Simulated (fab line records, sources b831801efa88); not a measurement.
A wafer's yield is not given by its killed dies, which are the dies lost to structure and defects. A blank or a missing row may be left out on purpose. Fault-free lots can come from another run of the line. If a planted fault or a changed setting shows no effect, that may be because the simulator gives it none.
A lot that was struck, set against a sound lot	flow gf180mcu	14 steps out of a route of 602
Sound: these wafers, L928.2, L928.3, L928.6. Wafers L917.2, L917.3, L917.6 were the ones struck. The cause is given at the end.
For every step that has rows: the tool of each side, followed by ch and its chambers, followed by its first start. Under that, the readings that differ: sound wafers	struck wafers	difference of the means	sigmas: that difference in standard deviations of wafers without a fault.
alike: same words and numbers on both sides, and readings whose means sit less than 2 such deviations apart. not compared: any withheld reading, any reading some wafer has no value for, any bound like >300 that may hide the same value, and any number with overlapping values for which the record gives no deviation.
Wherever a step has rows on one side only, a row that says differs or no value, or a row with sigmas, the two part there. When numbers do not overlap yet have no deviation, they are printed without sigmas and do not part them. A reading that every wafer of one side lacks parts them only if that side has two wafers or more.

first, 1 step without rows for these wafers: GF_LVPWELL_DEVELOP_06 (develop time 60 s).
GF_LVPWELL_OVL_MEAS_07:
  sound on overlay-02 at day 8 10:59; struck on overlay-01 at day 5 15:46
  alike: LVPWELL_OVL
then, 2 steps without rows for these wafers: GF_LVPWELL_IMPLANT_08; GF_LVPWELL_IMPLANT_09.
GF_LVPWELL_STRIP_10: strips in O2/N2.
  sound on plasmaAsher-01 ch 0,1, day 8 11:19; struck on plasmaAsher-03 ch 0,1, day 5 16:05
reading	sound	struck	difference	sigmas
stripTimeToEndpointS (s)	37.19 37.22 37.21	37.05 37.01 36.97	-0.20	-2
  alike: chamberPressureMTorr, drypumpMotorCurrentA, heaterPowerW, oesProductAu
  not compared: rfHoursCounterH
GF_LVPWELL_TW_MEAS_11:
  sound on filmMetro-03 at day 8 11:26; struck on filmMetro-02 at day 5 16:12
  alike: LVPWELL_TW
then, 6 steps without rows for these wafers: GF_MVSD_DEHYDRATE_00 (time 60 s); GF_MVSD_HMDS_01 (prime time 60 s); GF_MVSD_COAT_02 (resist thk 3000 nm); GF_MVSD_SOFTBAKE_03; GF_MVSD_EXPOSE_04 (exposes mask MVSD, target cd 1000 nm); GF_MVSD_PEB_05.
GF_MVSD_DEVELOP_06: develop time 60 s.
  struck on lithoTrack-01, day 6 06:00; sound on lithoTrack-02 ch 0, day 9 05:00
  no value came back on the struck wafers for chillPlateTempC (C), developTimeS (s); on the sound wafers chillPlateTempC (C) reads 23.06 23.03 23.00
GF_MVSD_OVL_MEAS_07:
  sound on overlay-01 at day 9 05:20; struck on overlay-02 at day 6 06:31
reading	sound	struck	difference	sigmas
MVSD_OVL (nm)	0.9 0.5 -0.5	- - -	no value on the struck wafers	

## WHERE THEY PART
At GF_LVPWELL_STRIP_10 first; at GF_MVSD_OVL_MEAS_07 last (within this record only).

WHY: the cause the simulator had injected
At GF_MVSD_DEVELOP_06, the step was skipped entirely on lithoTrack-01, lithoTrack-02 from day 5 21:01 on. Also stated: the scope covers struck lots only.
